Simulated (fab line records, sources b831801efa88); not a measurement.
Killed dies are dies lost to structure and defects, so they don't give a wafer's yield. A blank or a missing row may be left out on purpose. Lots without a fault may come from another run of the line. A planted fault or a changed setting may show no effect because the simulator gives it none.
Which tool did it? | flow gf180mcu | 12 lots, 36 wafers sampled, at 6 steps of a route of 602

WHAT THE GAUGES READ, wafer by wafer
GF_M3_OVL_MEAS_15.
lot  | measured     | on         | M3_OVL (nm)
L121 | day 21 21:32 | overlay-01 | -1 3 5
L122 | day 22 03:26 | overlay-02 | 10 10 13
L124 | day 22 20:05 | overlay-01 | 8 2 1
L126 | day 23 15:45 | overlay-02 | 4 -1 0
L127 | day 24 01:19 | overlay-02 | -2 -1 2
L128 | day 24 13:21 | overlay-01 | 9 10 8
L129 | day 24 14:53 | overlay-02 | 8 4 6
L130 | day 24 21:47 | overlay-02 | 14 9 14
L133 | day 25 22:35 | overlay-01 | 8 7 17
L140 | day 28 01:20 | overlay-02 | -1 3 8
L141 | day 28 04:24 | overlay-02 | 3 7 8
L142 | day 28 15:42 | overlay-01 | 7 1 3

GF_V3_OVL_MEAS_15.
lot  | measured     | on         | V3_OVL (nm)
L121 | day 22 22:44 | overlay-02 | -4 -5 -3
L122 | day 23 02:56 | overlay-01 | 0 6 0
L124 | day 23 19:59 | overlay-01 | -8 -8 -12
L126 | day 24 15:20 | overlay-02 | -3 4 0
L127 | day 25 00:25 | overlay-01 | -2 -13 -1
L128 | day 25 11:47 | overlay-02 | 8 3 -5
L129 | day 25 12:44 | overlay-02 | 0 -1 -2
L130 | day 25 20:17 | overlay-02 | -6 1 -4
L133 | day 26 20:40 | overlay-01 | 2 5 3
L140 | day 28 22:32 | overlay-01 | 11 1 4
L141 | day 29 01:12 | overlay-01 | 1 8 5
L142 | day 29 12:05 | overlay-02 | 8 6 -3

GF_V4_RS_MEAS_24: measures by four-point-probe.
lot  | measured     | on            | V4_W_RS (ohm/sq)
L121 | day 24 22:42 | film_metro-01 | 0.320 0.324 0.324
L122 | day 25 02:25 | film_metro-02 | 0.329 0.329 0.330
L124 | day 25 18:32 | film_metro-01 | 0.331 0.331 0.327
L126 | day 26 13:01 | film_metro-01 | 0.319 0.321 0.325
L127 | day 26 22:05 | film_metro-04 | 0.329 0.325 0.325
L128 | day 27 08:25 | film_metro-01 | 0.329 0.322 0.326
L129 | day 27 08:48 | film_metro-02 | 0.325 0.328 0.325
L130 | day 27 16:43 | film_metro-01 | 0.313 0.316 0.313
L133 | day 28 17:34 | film_metro-04 | 0.309 0.312 0.314
L140 | day 30 15:26 | film_metro-02 | 0.332 0.324 0.327
L141 | day 30 16:55 | film_metro-01 | 0.323 0.332 0.329
L142 | day 31 04:28 | film_metro-02 | 0.323 0.329 0.327

GF_V4_THK_MEAS_25: measures by xrf.
lot  | measured     | on            | V4_W_THK (nm)
L121 | day 24 22:49 | film_metro-01 | 355 352 350
L122 | day 25 02:31 | film_metro-02 | 335 334 334
L124 | day 25 18:39 | film_metro-01 | 343 343 346
L126 | day 26 13:08 | film_metro-01 | 356 354 351
L127 | day 26 22:11 | film_metro-04 | 342 347 345
L128 | day 27 08:31 | film_metro-01 | 348 353 348
L129 | day 27 08:55 | film_metro-02 | 340 338 341
L130 | day 27 16:49 | film_metro-01 | 361 361 362
L133 | day 28 17:41 | film_metro-04 | 362 360 356
L140 | day 30 15:32 | film_metro-02 | 334 341 340
L141 | day 30 17:02 | film_metro-01 | 352 343 345
L142 | day 31 04:34 | film_metro-02 | 340 336 336

WHICH TOOL RAN EACH LOT (tool, then ch and the chambers of the sampled wafers, then the start)
lot  | GF_V4_STRIP_18                       | GF_V4_CVD_23
L121 | plasma_asher-01 ch 0,1, day 24 21:57 | cvd_w-02 ch 0,1, day 24 22:35
L122 | plasma_asher-02 ch 0,1, day 25 01:38 | cvd_w-01 ch 0,1, day 25 02:18
L124 | plasma_asher-01 ch 0,1, day 25 17:47 | cvd_w-01 ch 0,1, day 25 18:25
L126 | plasma_asher-02 ch 0,1, day 26 12:15 | cvd_w-02 ch 0,1, day 26 12:53
L127 | plasma_asher-02 ch 0,1, day 26 21:18 | cvd_w-02 ch 0,1, day 26 21:58
L128 | plasma_asher-04 ch 0,1, day 27 07:39 | cvd_w-01 ch 0,1, day 27 08:17
L129 | plasma_asher-02 ch 0,1, day 27 07:58 | cvd_w-02 ch 0,1, day 27 08:41
L130 | plasma_asher-02 ch 0,1, day 27 15:56 | cvd_w-02 ch 0,1, day 27 16:36
L133 | plasma_asher-04 ch 0,1, day 28 16:48 | cvd_w-02 ch 0,1, day 28 17:26
L140 | plasma_asher-02 ch 0,1, day 30 14:39 | cvd_w-01 ch 0,1, day 30 15:17
L141 | plasma_asher-02 ch 0,1, day 30 16:10 | cvd_w-01 ch 0,1, day 30 16:48
L142 | plasma_asher-01 ch 0,1, day 31 03:42 | cvd_w-02 ch 0,1, day 31 04:20
- GF_V4_STRIP_18: strips in O2/N2.
- GF_V4_CVD_23: deposits W, target thk 350 nm, time 104.9 s.

WHAT THE TOOLS THEMSELVES READ (means of the sampled wafers that have a number; where no wafer has one, the mark that the record gives instead)
GF_V4_STRIP_18.
lot  | tool            | drypump_motor_current_A (A) | heater_power_w (W) | n2_flow_sccm (sccm) | oes_product_au (a.u.)
L121 | plasma_asher-01 | 5.79                        | 344                | 299.7               | 0.591
L122 | plasma_asher-02 | 5.52                        | 298                | 299.8               | 0.592
L124 | plasma_asher-01 | 5.72                        | 361                | 301.1               | 0.593
L126 | plasma_asher-02 | 5.54                        | 302                | 299.5               | 0.596
L127 | plasma_asher-02 | 5.83                        | 310                | 300.5               | 0.589
L128 | plasma_asher-04 | 5.73                        | 339                | 299.9               | 0.593
L129 | plasma_asher-02 | 5.52                        | 302                | 300.7               | 0.588
L130 | plasma_asher-02 | 5.82                        | 306                | 300.0               | 0.587
L133 | plasma_asher-04 | 5.75                        | 331                | 299.7               | 0.590
L140 | plasma_asher-02 | 5.53                        | 299                | 299.8               | 0.589
L141 | plasma_asher-02 | 5.83                        | 310                | 300.4               | 0.586
L142 | plasma_asher-01 | 5.81                        | 346                | 300.4               | 0.591

GF_V4_CVD_23.
lot  | tool     | chamber_pressure_Torr (Torr) | heater_power_w (W)
L121 | cvd_w-02 | 39.94                        | 897
L122 | cvd_w-01 | 39.99                        | 890
L124 | cvd_w-01 | 40.02                        | 911
L126 | cvd_w-02 | 40.00                        | 936
L127 | cvd_w-02 | 39.93                        | 934
L128 | cvd_w-01 | 39.95                        | 884
L129 | cvd_w-02 | 39.96                        | 889
L130 | cvd_w-02 | 42.93                        | 951
L133 | cvd_w-02 | 42.89                        | 949
L140 | cvd_w-01 | 39.96                        | 907
L141 | cvd_w-01 | 40.07                        | 883
L142 | cvd_w-02 | 40.06                        | 946

THE ANSWER, worked out from the rows above alone
Rule: what is usual is taken from the lots themselves. Put in order of their means at a reading, lots are off if they are a third of the lots or fewer, leave a main group of 4 or more, and stand apart from it by a gap of 3 or more times the standard deviation of the main group's means; of several such gaps the widest counts. A main group whose means are all the same, to the digits that the tables above print for the reading, isn't used. A lot without any number at a reading at which 4 lots or more have one is off too. The other lots that the step has rows for count as sound. The gauges are gone through in route order, then the tools' own readings, and for those a lot's mean is taken as printed above. The first step at which some lot is off is used, and at that step the reading that is off furthest; a lot without a number counts as furthest.
Off: L130, L133, at GF_V4_RS_MEAS_24 (V4_W_RS). The main group: mean 0.326 ohm/sq, standard deviation 0.0025.
A tool fits if, at a process step before that reading, it ran every lot that is off, and no sound lot after the first of them. The gauges at GF_V4_RS_MEAS_24 aren't tried: what is off there is off at GF_V4_CVD_23 too, on other tools, and a gauge's error can't cause that. None of those tried fits.

WHAT THE SIMULATOR HAD PUT IN
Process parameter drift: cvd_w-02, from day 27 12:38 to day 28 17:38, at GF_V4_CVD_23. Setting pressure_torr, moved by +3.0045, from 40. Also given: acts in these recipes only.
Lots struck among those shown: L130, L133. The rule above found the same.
